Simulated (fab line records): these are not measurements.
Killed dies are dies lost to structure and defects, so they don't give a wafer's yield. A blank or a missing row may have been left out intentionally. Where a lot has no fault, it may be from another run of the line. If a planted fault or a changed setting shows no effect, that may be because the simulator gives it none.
8D (eight disciplines) problem report, filled in by code	flow gf180mcu	the parts of the form that need people (team, actions taken, sign-off) are left out

== 1. PROBLEM STATEMENT ==
At GF_HV_LDD_STRIP_22, strip time to endpoint s averages 11.62 s over 6 wafers from 2 lots, while fault-free wafers read 12.63 s, standard deviation 0.031. Relative to the usual mean, that is a shift of -33 standard deviations.
The step: strips in O2/N2.
Earliest sighting: wafer L871.1 on plasma asher-03 at day 16 07:23. Wafers with a number at this step in the record: 39, from 13 lots. Rule for "out" (also "out of limits"): further than 4 standard deviations from the usual mean. All remaining wafers that have a number are taken as sound.

== 2. WHAT THIS IS AND IS NOT ==
question	is	is not
which readings at this step	strip time to endpoint s	drypump motor current A
which lots	L871, L872	L854, L855, L856, L857, L859, L860, L862, L863, L866, L875, L876
which wafers of those lots	all that have a number	-
read on which tools	plasma asher-03, plasma asher-04	plasma asher-02
when	from day 16 07:23	up to then (27 sound wafers); but 6 sound wafers of L875, L876 came after

== 3. SUSPECTS, AND WHAT RULES EACH OUT ==
Counting: any tool at a process step up to the reading is kept as a suspect provided that every lot that is out went through it and no sound lot did after the first of them.
- litho track-02 at GF_HV_LDD_COAT_14 (resist thk 1000 nm): kept. Every lot that is out went through it, starting with L871 (day 15 19:22), and after that it ran no sound lot; the last sound lot it ran before then is L866 (day 14 06:58).
The count leaves litho track-02 at GF_HV_LDD_COAT_14.

== 4. THE CAUSE (what the simulator had put in) ==
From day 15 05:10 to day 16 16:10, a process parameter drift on litho track-02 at GF_HV_LDD_COAT_14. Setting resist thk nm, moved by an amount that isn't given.
This tool alone remained once counting was done.

== 5. SEQUENCE OF EFFECTS, ordered by route ==
Each row: a reading whose mean over the struck wafers that have a number lies more than 3 standard deviations from the usual. Readings are gone through only where the record gives a usual standard deviation; hours: the median, over the lots, of the time from a lot's start at the first step in this table giving one to that lot's start at this step; sigmas: the change measured in usual standard deviations.
hours	step	reading	usual	on struck wafers	change	sigmas
0	GF_HV_LDD_CD_MEAS_19	cd nm	399.3 nm	407.8	+8.5	+3.1
0	GF_HV_LDD_STRIP_22	strip time to endpoint s	12.63 s	11.62	-1.01	-33
Here are the process steps it includes:
- GF_HV_LDD_STRIP_22: strips in O2/N2.
Later steps that measure or inspect, where all struck wafers having a row at the step show a number for every such reading and not one has moved that far: GF_CONTACT_CD_MEAS_14.

== 6. WHAT WOULD HAVE CAUGHT IT SOONER ==
The fault began at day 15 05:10; the first out-of-limits reading in this record came at day 16 07:23, 26 hours later.
Each of the lots that are out, 2 in all, had begun GF_HV_LDD_COAT_14 on litho track-02 no later than day 16 07:23. Tool hold at that time: it would have spared none of them.
